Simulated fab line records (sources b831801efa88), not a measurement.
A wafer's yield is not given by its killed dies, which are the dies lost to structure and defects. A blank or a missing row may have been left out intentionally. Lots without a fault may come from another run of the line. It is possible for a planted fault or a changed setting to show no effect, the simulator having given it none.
The tool behind it: which one?    flow sky130    Sampling: 10 lots, 30 wafers, 6 of 708 route steps

== WHAT THE GAUGES SHOWED, per wafer ==
SKY_CAPM_THK_MEAS_01. Usual: CAPM_CVD_00_THK typically reads 15.54 nm, with standard deviation 0.21.
lot   measured      on             CAPM_CVD_00_THK (nm)  flag
L309  day 36 16:23  film_metro-01  14.95 15.14 15.32     
L312  day 38 11:07  film_metro-01  15.40 15.52 15.52     
L316  day 39 20:48  film_metro-02  15.99 16.05 16.03     
L318  day 39 23:35  film_metro-02  15.36 15.77 15.59     
L322  day 41 07:56  film_metro-01  15.17 15.41 15.28     
L324  day 41 15:08  film_metro-01  15.37 15.49 15.47     
L325  day 41 18:16  film_metro-02  15.31 15.67 15.58     
L326  day 41 20:37  film_metro-02  15.26 15.54 15.46     
L328  day 42 14:04  film_metro-04  15.38 15.67 15.81     
L331  day 43 03:43  film_metro-02  15.36 15.52 15.53     

SKY_CAPM_RS_MEAS_03: measurement is done with a four-point probe. Usual: CAPM_TIN_RS typically reads 6.90 ohm/sq, with standard deviation 0.059.
lot   measured      on             CAPM_TIN_RS (ohm/sq)  flag
L309  day 36 16:34  film_metro-04  6.95 6.91 6.91        
L312  day 38 11:17  film_metro-02  6.92 6.98 6.95        
L316  day 39 21:00  film_metro-01  6.83 6.85 6.88        
L318  day 39 23:46  film_metro-04  6.87 6.77 6.85        
L322  day 41 08:06  film_metro-02  6.93 6.93 6.90        
L324  day 41 15:21  film_metro-04  4.37 4.38 4.37        OFF
L325  day 41 18:26  film_metro-04  6.71 6.77 6.77        
L326  day 41 20:46  film_metro-04  4.38 4.40 4.35        OFF
L328  day 42 14:14  film_metro-01  6.96 6.92 6.90        
L331  day 43 03:53  film_metro-01  6.85 6.85 6.89        

SKY_CAPM_THK_MEAS_04: measures by xrf. Usual: CAPM_TIN_THK typically reads 202.3 nm, with standard deviation 1.9.
lot   measured      on             CAPM_TIN_THK (nm)  flag
L309  day 36 16:41  film_metro-04  199.3 201.5 202.1  
L312  day 38 11:24  film_metro-02  202.3 200.7 201.7  
L316  day 39 21:05  film_metro-01  204.6 204.9 203.7  
L318  day 39 23:53  film_metro-04  202.6 205.4 202.8  
L322  day 41 08:13  film_metro-02  200.9 201.5 201.7  
L324  day 41 15:28  film_metro-04  314.2 314.3 312.7  OFF
L325  day 41 18:34  film_metro-04  205.9 204.8 204.6  
L326  day 41 20:53  film_metro-04  313.7 312.2 316.6  OFF
L328  day 42 14:22  film_metro-01  201.7 201.8 202.3  
L331  day 43 03:59  film_metro-01  202.2 203.0 202.5  

== TOOL THAT RAN EACH LOT (tool first, then ch and the chambers of the sampled wafers, then the start) ==
lot   SKY_METAL3_SPUTTER_04         SKY_CAPM_CVD_00                  SKY_CAPM_SPUTTER_02
L309  pvd_sputter-02, day 36 16:19  pecvd-01 ch 0,2, day 36 16:22    pvd_sputter-01, day 36 16:26
L312  pvd_sputter-03, day 38 11:02  pecvd-01 ch 0,1,2, day 38 11:05  pvd_sputter-02, day 38 11:10
L316  pvd_sputter-03, day 39 20:42  pecvd-02 ch 0,1,2, day 39 20:46  pvd_sputter-04, day 39 20:50
L318  pvd_sputter-01, day 39 23:31  pecvd-01 ch 0,2, day 39 23:34    pvd_sputter-04, day 39 23:39
L322  pvd_sputter-03, day 41 07:52  pecvd-01 ch 0,1,2, day 41 07:55  pvd_sputter-04, day 41 07:59
L324  pvd_sputter-02, day 41 15:04  pecvd-04 ch 0,1, day 41 15:07    pvd_sputter-04, day 41 15:11
L325  pvd_sputter-03, day 41 18:12  pecvd-02 ch 0,2, day 41 18:15    pvd_sputter-02, day 41 18:20
L326  pvd_sputter-03, day 41 20:32  pecvd-01 ch 0,1,2, day 41 20:35  pvd_sputter-04, day 41 20:40
L328  pvd_sputter-01, day 42 14:00  pecvd-04 ch 0,1, day 42 14:03    pvd_sputter-02, day 42 14:08
L331  pvd_sputter-01, day 43 03:37  pecvd-02 ch 0,1,2, day 43 03:40  pvd_sputter-02, day 43 03:46
- SKY_METAL3_SPUTTER_04: material TiN, target thk 70 nm, time 58.3 s.
- SKY_CAPM_CVD_00: deposits SiO2, target thk 15.5 nm.
- SKY_CAPM_SPUTTER_02: material TiN, target thk 200 nm, time 166.7 s.

== AS READ BY THE TOOLS THEMSELVES (means over the sampled wafers that have a number; for cases with no such wafer, the mark the record gives instead) ==
SKY_METAL3_SPUTTER_04. Usual: throttle_valve_pct 30.5 %, standard deviation 0.76.
lot   tool            throttle_valve_pct (%)  flag
L309  pvd_sputter-02  29.9                    
L312  pvd_sputter-03  30.8                    
L316  pvd_sputter-03  30.8                    
L318  pvd_sputter-01  30.3                    
L322  pvd_sputter-03  30.7                    
L324  pvd_sputter-02  29.6                    
L325  pvd_sputter-03  30.4                    
L326  pvd_sputter-03  30.5                    
L328  pvd_sputter-01  30.4                    
L331  pvd_sputter-01  30.4                    

SKY_CAPM_CVD_00. Usual: heater_power_w 724 W, standard deviation 94; rf_fwd_power_W 441.3 W, standard deviation 2.5.
lot   tool      heater_power_w (W)  rf_fwd_power_W (W)  flag
L309  pecvd-01  744                 439.5               
L312  pecvd-01  712                 441.7               
L316  pecvd-02  702                 440.8               
L318  pecvd-01  639                 441.5               
L322  pecvd-01  782                 443.4               
L324  pecvd-04  750                 440.0               
L325  pecvd-02  636                 438.5               
L326  pecvd-01  789                 442.7               
L328  pecvd-04  760                 440.6               
L331  pecvd-02  726                 440.6               

SKY_CAPM_SPUTTER_02. Usual: throttle_valve_pct 30.2 %, standard deviation 0.7.
lot   tool            throttle_valve_pct (%)  flag
L309  pvd_sputter-01  30.2                    
L312  pvd_sputter-02  29.5                    
L316  pvd_sputter-04  29.9                    
L318  pvd_sputter-04  30.0                    
L322  pvd_sputter-04  30.5                    
L324  pvd_sputter-04  30.6                    
L325  pvd_sputter-02  29.1                    
L326  pvd_sputter-04  30.3                    
L328  pvd_sputter-02  30.0                    
L331  pvd_sputter-02  30.0                    

== THE ANSWER, worked out from the rows above alone ==
Rule: a lot counts as off when the mean over its wafers that have a number is more than 3 standard deviations away from the usual mean. Also off: a lot with no number at a reading for which 4 or more lots have one. Any other lot the step has rows for is counted as sound. The gauges are gone through in route order, then the tools' own readings, and for those a lot's mean is taken as printed above. At the first step where some lot is off, the reading lying furthest off is the one used; lots without a number count as furthest.
Off: L324, L326, at SKY_CAPM_RS_MEAS_03 (CAPM_TIN_RS).
If a tool, at a process step before that reading, ran all the lots that are off and no sound lot after the first of them, it fits. The gauges at SKY_CAPM_RS_MEAS_03 are tried like those tools. One candidate fits, namely pvd_sputter-04 at SKY_CAPM_SPUTTER_02. A fault onset in the window from L322 (day 41 07:59, its last sound lot) to L324 (day 41 15:11, its first lot off) fits.

== WHAT HAD BEEN PUT IN BY THE SIMULATOR ==
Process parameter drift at SKY_CAPM_SPUTTER_02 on pvd_sputter-04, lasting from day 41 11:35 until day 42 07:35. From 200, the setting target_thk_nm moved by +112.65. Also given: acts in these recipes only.
Lots struck among those shown: L324, L326. The rule above reached the same finding.
